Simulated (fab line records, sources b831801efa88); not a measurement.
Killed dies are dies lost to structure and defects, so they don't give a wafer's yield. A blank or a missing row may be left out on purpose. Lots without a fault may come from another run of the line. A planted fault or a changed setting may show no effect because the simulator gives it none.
A struck lot beside a sound one | flow sky130 | 22 steps out of a route of 708
Sound: wafers L423.4, L423.5, L423.6. Struck: wafers L434.1, L434.2, L434.6. The cause comes at the end.
At each step with rows: each side's tool, then ch and its chambers, then its first start. Under that, the readings that differ: sound wafers | struck wafers | difference of the means | sigmas: that difference in standard deviations of wafers without a fault.
alike: readings whose means differ by less than 2 such deviations, and words and numbers that are the same on both sides. not compared: withheld readings, readings that some wafer has no value for, bounds like >300 that may hide the same value, and numbers for which the record gives no deviation and whose values overlap.
The two part at a step that has a row with sigmas, a row that says differs or no value, or rows on one side only. Numbers that don't overlap but have no deviation are shown without sigmas and don't part them. A reading that every wafer of one side lacks parts them only if that side has two wafers or more.

SKY_SONOS_ONO_OVL_MEAS_14:
  sound on overlay-01, day 14 11:16; struck on overlay-02, day 18 08:39
  alike: SONOS_ONO_OVL
SKY_SONOS_ONO_ETCH_15: etches the open film in CHF3/O2, target depth 19.52 nm, time 7.8 s.
  sound on rie_diel-01 ch 1,2,3, day 14 11:17; struck on rie_diel-03 ch 2,3, day 18 08:41
  alike: chamber_pressure_mTorr, drypump_motor_current_A, oes_product_au, throttle_valve_pct
  not compared: rf_hours_counter_h
then, 1 step without rows for these wafers: SKY_SONOS_ONO_WET_ETCH_16 (etches SiO2 in dHF, target depth 14 nm, time 280 s).
SKY_SONOS_ONO_STRIP_17: strips in O2/N2.
  sound on plasma_asher-04 ch 0,1, day 14 11:26; struck on plasma_asher-04 ch 0,1, day 18 08:48
  alike: chamber_pressure_mTorr, drypump_motor_current_A, oes_product_au, strip_time_to_endpoint_s
  not compared: rf_hours_counter_h
then, 3 steps without rows for these wafers: SKY_SONOS_ONO_WET_ETCH_18 (etches Si3N4 in H3PO4, target depth 15 nm, time 172 s); SKY_GATE_OXIDE_CLEAN_00 (cleans in SC1/SC2, time 150 s); SKY_GATE_OXIDE_OXIDATION_01 (stabilise 600 s, purge 300 s, target thk 10.268 nm).
SKY_GATE_OXIDE_THK_MEAS_02:
  sound on film_metro-02, day 14 14:29; struck on film_metro-04, day 18 10:25
  alike: GATE_OXIDE_OXIDATION_00_THK
then, 4 steps without rows for these wafers: SKY_GATE_OXIDE_DEHYDRATE_03 (time 60 s); SKY_GATE_OXIDE_HMDS_04 (prime time 60 s); SKY_GATE_OXIDE_COAT_05 (resist thk 1140 nm); SKY_GATE_OXIDE_SOFTBAKE_06 (time 60 s).
SKY_GATE_OXIDE_EXPOSE_07: exposes mask LVOM, target cd 600 nm.
  sound on iline_stepper-01 ch 0, day 15 03:09; struck on iline_stepper-01 ch 0, day 19 00:53
  reading | sound                | struck               | difference | sigmas
  mask    | LVOM#0 LVOM#0 LVOM#0 | TUNM#0 TUNM#0 TUNM#0 | differs    |
then, 2 steps without rows for these wafers: SKY_GATE_OXIDE_PEB_08; SKY_GATE_OXIDE_DEVELOP_09 (develop time 60 s).
SKY_GATE_OXIDE_OVL_MEAS_10:
  sound on overlay-02, day 15 17:27; struck on overlay-01, day 19 17:26
  reading             | sound        | struck | difference                    | sigmas
  GATE_OXIDE_OVL (nm) | 0.5 -0.8 1.8 | - - -  | no value on the struck wafers |
then, 2 steps without rows for these wafers: SKY_GATE_OXIDE_IMPLANT_11; SKY_GATE_OXIDE_WET_ETCH_12 (etches SiO2 in dHF, target depth 16.8 nm, time 336 s).
SKY_GATE_OXIDE_STRIP_13: strips in O2/N2.
  sound on plasma_asher-02 ch 0,1, day 15 17:45; struck on plasma_asher-04 ch 0,1, day 19 17:43
  alike: chamber_pressure_mTorr, drypump_motor_current_A, oes_product_au, strip_time_to_endpoint_s
  not compared: rf_hours_counter_h
SKY_GATE_OXIDE_TW_MEAS_14:
  sound on film_metro-01, day 15 17:51; struck on film_metro-01, day 19 17:49
  reading       | sound             | struck         | difference | sigmas
  GATE_OXIDE_TW | 226.4 226.8 225.8 | 30.3 30.4 30.3 | -196.0     | -99 or more
then, 1 step without rows for these wafers: SKY_GATE_OXIDE_CLEAN_15 (cleans in SC1/SC2, time 150 s).
-- the record jumps here: 30 days lie between the struck wafers' starts before and after (it left off in module GATE_OXIDE and takes up again in module PAD_OPEN, whose first step shown is number 708 of the route) --
SKY_PAD_OPEN_PROBE_99:
  the record has rows for the struck wafers here (prober-02, day 49 22:35) and none for the sound ones

WHERE THEY PART
First at SKY_GATE_OXIDE_EXPOSE_07; last, within this record, at SKY_PAD_OPEN_PROBE_99.

WHY: what the simulator had put in
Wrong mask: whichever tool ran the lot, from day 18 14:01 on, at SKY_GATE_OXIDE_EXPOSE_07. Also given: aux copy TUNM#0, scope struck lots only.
